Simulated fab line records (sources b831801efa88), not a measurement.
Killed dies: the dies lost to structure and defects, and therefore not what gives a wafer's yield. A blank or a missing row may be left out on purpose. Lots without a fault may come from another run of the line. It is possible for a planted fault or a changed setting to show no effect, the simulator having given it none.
The tool behind it: which one? :: flow gf180mcu :: 33 wafers from 11 lots sampled at 3 of the route's 602 steps

WHAT THE GAUGES READ, wafer by wafer
GF_V4_THK_MEAS_25: measures by xrf.
lot: L527
measured: day 24 00:35
on: film_metro-02
V4_W_THK (nm): 367 366 363

lot: L535
measured: day 26 22:53
on: film_metro-04
V4_W_THK (nm): 363 363 363

lot: L537
measured: day 28 10:18
on: film_metro-04
V4_W_THK (nm): 362 364 360

lot: L538
measured: day 28 18:55
on: film_metro-03
V4_W_THK (nm): 360 361 359

lot: L540
measured: day 28 20:49
on: film_metro-04
V4_W_THK (nm): 367 363 358

lot: L539
measured: day 29 00:14
on: film_metro-02
V4_W_THK (nm): 358 362 360

lot: L542
measured: day 29 13:29
on: film_metro-03
V4_W_THK (nm): 359 359 359

lot: L544
measured: day 29 23:47
on: film_metro-04
V4_W_THK (nm): 365 365 368

lot: L545
measured: day 30 04:17
on: film_metro-03
V4_W_THK (nm): 357 361 363

lot: L547
measured: day 30 09:52
on: film_metro-02
V4_W_THK (nm): 369 377 374

lot: L546
measured: day 30 14:17
on: film_metro-04
V4_W_THK (nm): 365 364 368

GF_MIM_THK_MEAS_11: measures by xrf.
lot: L527
measured: day 24 01:29
on: film_metro-01
MIM_ALCU_THK (nm): 199.4 198.3 201.7

lot: L535
measured: day 26 23:47
on: film_metro-04
MIM_ALCU_THK (nm): 204.1 204.6 204.1

lot: L537
measured: day 28 11:12
on: film_metro-04
MIM_ALCU_THK (nm): 200.1 202.1 201.9

lot: L538
measured: day 28 19:49
on: film_metro-03
MIM_ALCU_THK (nm): 202.2 203.7 201.8

lot: L540
measured: day 28 21:46
on: film_metro-01
MIM_ALCU_THK (nm): 196.4 197.2 196.1

lot: L539
measured: day 29 01:07
on: film_metro-04
MIM_ALCU_THK (nm): 200.8 201.6 202.3

lot: L542
measured: day 29 14:22
on: film_metro-04
MIM_ALCU_THK (nm): 199.3 201.6 203.4

lot: L544
measured: day 30 00:41
on: film_metro-01
MIM_ALCU_THK (nm): 202.2 200.3 202.7

lot: L545
measured: day 30 05:10
on: film_metro-01
MIM_ALCU_THK (nm): 203.5 204.1 202.6

lot: L547
measured: day 30 10:46
on: film_metro-01
MIM_ALCU_THK (nm): 200.8 201.2 202.0

lot: L546
measured: day 30 15:12
on: film_metro-01
MIM_ALCU_THK (nm): 200.1 199.1 201.5

WHICH TOOL RAN EACH LOT (tool, then ch and the chambers of the sampled wafers, then the start)
lot: L527
GF_V4_ETCH_16: rie_diel-01 ch 1,2, day 23 23:35

lot: L535
GF_V4_ETCH_16: rie_diel-03 ch 0,3, day 26 21:49

lot: L537
GF_V4_ETCH_16: rie_diel-01 ch 2,3, day 28 09:14

lot: L538
GF_V4_ETCH_16: rie_diel-01 ch 1,2,3, day 28 17:55

lot: L540
GF_V4_ETCH_16: rie_diel-03 ch 0,1,3, day 28 19:49

lot: L539
GF_V4_ETCH_16: rie_diel-03 ch 0,1, day 28 23:11

lot: L542
GF_V4_ETCH_16: rie_diel-01 ch 0,3, day 29 12:29

lot: L544
GF_V4_ETCH_16: rie_diel-02 ch 0,3, day 29 22:46

lot: L545
GF_V4_ETCH_16: rie_diel-03 ch 1,2,3, day 30 03:17

lot: L547
GF_V4_ETCH_16: rie_diel-01 ch 1,3, day 30 08:52

lot: L546
GF_V4_ETCH_16: rie_diel-01 ch 0,1,3, day 30 13:16
- GF_V4_ETCH_16: etches BARC in N2/H2.

AS READ BY THE TOOLS THEMSELVES (means over the sampled wafers that have a number; for cases with no such wafer, the mark the record gives instead)
GF_V4_ETCH_16.
lot: L527
tool: rie_diel-01
bias_w (W): 100.0
chamber_pressure_mTorr (mTorr): 29.987
drypump_motor_current_A (A): 5.6
oes_product_au (a.u.): 0.853
throttle_valve_pct (%): 13.221

lot: L535
tool: rie_diel-03
bias_w (W): 100.1
chamber_pressure_mTorr (mTorr): 29.985
drypump_motor_current_A (A): 5.3
oes_product_au (a.u.): 0.851
throttle_valve_pct (%): 13.216

lot: L537
tool: rie_diel-01
bias_w (W): 100.0
chamber_pressure_mTorr (mTorr): 29.976
drypump_motor_current_A (A): 5.4
oes_product_au (a.u.): 0.855
throttle_valve_pct (%): 13.227

lot: L538
tool: rie_diel-01
bias_w (W): 100.0
chamber_pressure_mTorr (mTorr): 30.000
drypump_motor_current_A (A): 5.6
oes_product_au (a.u.): 0.858
throttle_valve_pct (%): 13.228

lot: L540
tool: rie_diel-03
bias_w (W): 100.0
chamber_pressure_mTorr (mTorr): 30.022
drypump_motor_current_A (A): 5.7
oes_product_au (a.u.): 0.858
throttle_valve_pct (%): 13.227

lot: L539
tool: rie_diel-03
bias_w (W): 100.3
chamber_pressure_mTorr (mTorr): 29.999
drypump_motor_current_A (A): 6.3
oes_product_au (a.u.): 0.855
throttle_valve_pct (%): 13.225

lot: L542
tool: rie_diel-01
bias_w (W): 100.0
chamber_pressure_mTorr (mTorr): 30.005
drypump_motor_current_A (A): 5.8
oes_product_au (a.u.): 0.855
throttle_valve_pct (%): 13.230

lot: L544
tool: rie_diel-02
bias_w (W): 99.9
chamber_pressure_mTorr (mTorr): 29.986
drypump_motor_current_A (A): 6.0
oes_product_au (a.u.): 0.851
throttle_valve_pct (%): 13.220

lot: L545
tool: rie_diel-03
bias_w (W): 99.7
chamber_pressure_mTorr (mTorr): 29.990
drypump_motor_current_A (A): 5.3
oes_product_au (a.u.): 0.853
throttle_valve_pct (%): 13.230

lot: L547
tool: rie_diel-01
bias_w (W): 100.1
chamber_pressure_mTorr (mTorr): 30.000
drypump_motor_current_A (A): 5.8
oes_product_au (a.u.): 0.852
throttle_valve_pct (%): 13.239

lot: L546
tool: rie_diel-01
bias_w (W): 100.2
chamber_pressure_mTorr (mTorr): 29.992
drypump_motor_current_A (A): 5.7
oes_product_au (a.u.): 0.852
throttle_valve_pct (%): 13.219

THE ANSWER, worked out from the rows above alone
Rule: what is usual is taken from the lots themselves. The widest of any qualifying gaps counts: lots, ordered by their means at a reading, are off when they make up no more than a third of the lots, leave a main group of 4 or more, and stand apart from it by 3 or more times the standard deviation of that group's means. A main group whose means are all the same, to the digits that the tables above print for the reading, isn't used. A lot without any number at a reading at which 4 lots or more have one is off too. Any other lot the step has rows for is counted as sound. The gauges are gone through in route order, then the tools' own readings, and for those a lot's mean is taken as printed above. At the first step where some lot is off, the reading lying furthest off is the one used; lots without a number count as furthest.
Nothing can be told from this: no lot is off at any reading shown.

WHAT THE SIMULATOR HAD PUT IN
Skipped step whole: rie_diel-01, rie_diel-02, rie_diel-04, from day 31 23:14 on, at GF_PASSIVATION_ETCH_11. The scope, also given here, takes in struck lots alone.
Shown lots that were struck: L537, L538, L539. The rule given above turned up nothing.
